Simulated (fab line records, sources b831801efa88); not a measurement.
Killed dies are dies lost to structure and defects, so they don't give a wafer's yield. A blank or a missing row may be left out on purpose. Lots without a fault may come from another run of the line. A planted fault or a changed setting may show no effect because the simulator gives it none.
Which tool did it? | flow sky130 | 10 lots, 30 wafers sampled, at 6 steps of a route of 708

WHAT THE GAUGES READ, wafer by wafer
SKY_VIA3_OVL_MEAS_13.
lot  | measured     | on         | VIA3_OVL (nm)
L457 | day 39 12:40 | overlay-01 | -5 -4 -5
L459 | day 40 04:47 | overlay-02 | 0 6 -2
L460 | day 40 11:20 | overlay-02 | -2 -2 -5
L462 | day 41 10:11 | overlay-01 | -1 4 1
L465 | day 42 01:40 | overlay-01 | -3 -4 -8
L469 | day 42 21:31 | overlay-02 | 3 2 2
L472 | day 43 15:26 | overlay-02 | -4 -9 -3
L473 | day 45 00:55 | overlay-02 | 0 -3 -1
L477 | day 45 05:41 | overlay-01 | -13 -4 -9
L480 | day 45 20:11 | overlay-02 | -11 -6 -9

SKY_CAP2M_RS_MEAS_03: measures by four-point-probe.
lot  | measured     | on            | CAP2M_TIN_RS (ohm/sq)
L457 | day 39 14:27 | film_metro-03 | 6.87 6.92 6.89
L459 | day 40 06:35 | film_metro-02 | 6.89 6.83 6.86
L460 | day 40 13:06 | film_metro-01 | 6.97 6.91 6.92
L462 | day 41 11:56 | film_metro-03 | 7.01 6.93 7.02
L465 | day 42 03:25 | film_metro-03 | 6.82 6.83 6.88
L469 | day 42 23:17 | film_metro-03 | 8.14 8.16 8.06
L472 | day 43 17:10 | film_metro-01 | 8.01 8.18 8.02
L473 | day 45 02:46 | film_metro-03 | 6.95 7.01 6.81
L477 | day 45 07:26 | film_metro-03 | 7.16 7.03 7.13
L480 | day 45 21:58 | film_metro-03 | 6.77 6.93 6.94

SKY_CAP2M_THK_MEAS_04: measures by xrf.
lot  | measured     | on            | CAP2M_TIN_THK (nm)
L457 | day 39 14:34 | film_metro-03 | 200.2 198.9 200.3
L459 | day 40 06:41 | film_metro-02 | 203.4 204.8 203.6
L460 | day 40 13:12 | film_metro-01 | 199.4 201.5 201.1
L462 | day 41 12:03 | film_metro-03 | 197.3 199.7 197.0
L465 | day 42 03:32 | film_metro-03 | 202.5 202.6 200.8
L469 | day 42 23:23 | film_metro-03 | 171.4 170.2 172.9
L472 | day 43 17:17 | film_metro-01 | 174.8 171.6 175.5
L473 | day 45 02:53 | film_metro-03 | 199.5 198.2 203.1
L477 | day 45 07:34 | film_metro-03 | 194.5 196.1 195.0
L480 | day 45 22:04 | film_metro-03 | 204.4 199.7 200.1

WHICH TOOL RAN EACH LOT (tool, then ch and the chambers of the sampled wafers, then the start)
lot  | SKY_VIA3_SPUTTER_20          | SKY_VIA3_CVD_21               | SKY_CAP2M_SPUTTER_02
L457 | pvd_sputter-01, day 39 13:26 | cvd_w-02 ch 0,1, day 39 13:30 | pvd_sputter-03, day 39 14:20
L459 | pvd_sputter-03, day 40 05:32 | cvd_w-02 ch 0,1, day 40 05:38 | pvd_sputter-01, day 40 06:26
L460 | pvd_sputter-01, day 40 12:03 | cvd_w-02 ch 0,1, day 40 12:09 | pvd_sputter-03, day 40 12:57
L462 | pvd_sputter-02, day 41 10:55 | cvd_w-01 ch 0,1, day 41 10:59 | pvd_sputter-01, day 41 11:49
L465 | pvd_sputter-01, day 42 02:25 | cvd_w-01 ch 0,1, day 42 02:28 | pvd_sputter-03, day 42 03:19
L469 | pvd_sputter-02, day 42 22:14 | cvd_w-01 ch 0,1, day 42 22:20 | pvd_sputter-03, day 42 23:08
L472 | pvd_sputter-03, day 43 16:10 | cvd_w-02 ch 0,1, day 43 16:14 | pvd_sputter-03, day 43 17:04
L473 | pvd_sputter-01, day 45 01:45 | cvd_w-02 ch 0,1, day 45 01:49 | pvd_sputter-01, day 45 02:40
L477 | pvd_sputter-02, day 45 06:26 | cvd_w-02 ch 0,1, day 45 06:29 | pvd_sputter-04, day 45 07:20
L480 | pvd_sputter-03, day 45 20:56 | cvd_w-01 ch 0,1, day 45 20:59 | pvd_sputter-01, day 45 21:50
- SKY_VIA3_SPUTTER_20: material TiN, target thk 20 nm, time 80 s.
- SKY_VIA3_CVD_21: deposits W, target thk 390 nm, time 117.31 s.
- SKY_CAP2M_SPUTTER_02: material TiN, target thk 200 nm, time 166.7 s.

WHAT THE TOOLS THEMSELVES READ (means of the sampled wafers that have a number; where no wafer has one, the mark that the record gives instead)
SKY_VIA3_SPUTTER_20.
lot  | tool           | cathode_dc_power_W (W) | throttle_valve_pct (%)
L457 | pvd_sputter-01 | 4000.4                 | 30.1
L459 | pvd_sputter-03 | 4000.3                 | 28.8
L460 | pvd_sputter-01 | 3999.2                 | 30.3
L462 | pvd_sputter-02 | 4000.3                 | 29.1
L465 | pvd_sputter-01 | 3999.9                 | 30.0
L469 | pvd_sputter-02 | 4000.4                 | 28.9
L472 | pvd_sputter-03 | 4000.1                 | 29.2
L473 | pvd_sputter-01 | 4000.7                 | 30.1
L477 | pvd_sputter-02 | 3999.8                 | 29.9
L480 | pvd_sputter-03 | 4000.8                 | 29.9

SKY_VIA3_CVD_21.
lot  | tool     | chamber_pressure_Torr (Torr) | heater_power_w (W)
L457 | cvd_w-02 | 40.05                        | 918
L459 | cvd_w-02 | 40.00                        | 937
L460 | cvd_w-02 | 40.01                        | 916
L462 | cvd_w-01 | 39.92                        | 836
L465 | cvd_w-01 | 40.08                        | 822
L469 | cvd_w-01 | 40.00                        | 875
L472 | cvd_w-02 | 39.95                        | 882
L473 | cvd_w-02 | 39.99                        | 930
L477 | cvd_w-02 | 40.06                        | 931
L480 | cvd_w-01 | 40.01                        | 840

SKY_CAP2M_SPUTTER_02.
lot  | tool           | cathode_dc_power_W (W) | throttle_valve_pct (%)
L457 | pvd_sputter-03 | 6499.7                 | 28.8
L459 | pvd_sputter-01 | 6500.0                 | 30.0
L460 | pvd_sputter-03 | 6498.9                 | 29.6
L462 | pvd_sputter-01 | 6499.3                 | 30.4
L465 | pvd_sputter-03 | 6499.9                 | 30.3
L469 | pvd_sputter-03 | 5650.6                 | 29.3
L472 | pvd_sputter-03 | 5650.5                 | 28.9
L473 | pvd_sputter-01 | 6500.3                 | 30.1
L477 | pvd_sputter-04 | 6500.7                 | 29.6
L480 | pvd_sputter-01 | 6500.7                 | 30.2

THE ANSWER, worked out from the rows above alone
Rule: what is usual is taken from the lots themselves. Put in order of their means at a reading, lots are off if they are a third of the lots or fewer, leave a main group of 4 or more, and stand apart from it by a gap of 3 or more times the standard deviation of the main group's means; of several such gaps the widest counts. A main group whose means are all the same, to the digits that the tables above print for the reading, isn't used. A lot without any number at a reading at which 4 lots or more have one is off too. The other lots that the step has rows for count as sound. The gauges are gone through in route order, then the tools' own readings, and for those a lot's mean is taken as printed above. The first step at which some lot is off is used, and at that step the reading that is off furthest; a lot without a number counts as furthest.
Off: L469, L472, at SKY_CAP2M_RS_MEAS_03 (CAP2M_TIN_RS). The main group: mean 6.93 ohm/sq, standard deviation 0.08.
A tool fits if, at a process step before that reading, it ran every lot that is off, and no sound lot after the first of them. The gauges at SKY_CAP2M_RS_MEAS_03 aren't tried: what is off there is off at SKY_CAP2M_SPUTTER_02 too, on other tools, and a gauge's error can't cause that. One fits: pvd_sputter-03 at SKY_CAP2M_SPUTTER_02. Its last sound lot is L465 (day 42 03:19), its first lot that is off L469 (day 42 23:08): a fault that began between those two fits.
The tool's own readings at SKY_CAP2M_SPUTTER_02 bear it out: on the lots that are off they differ by more than 5 times the standard deviation of the sound lots' means. cathode_dc_power_W reads 5650.6 W there against 6499.9 W on the sound lots.

WHAT THE SIMULATOR HAD PUT IN
Process parameter drift: pvd_sputter-03, from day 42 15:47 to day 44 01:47, at SKY_CAP2M_SPUTTER_02. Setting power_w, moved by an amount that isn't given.
Lots struck among those shown: L469, L472. The rule above found the same.
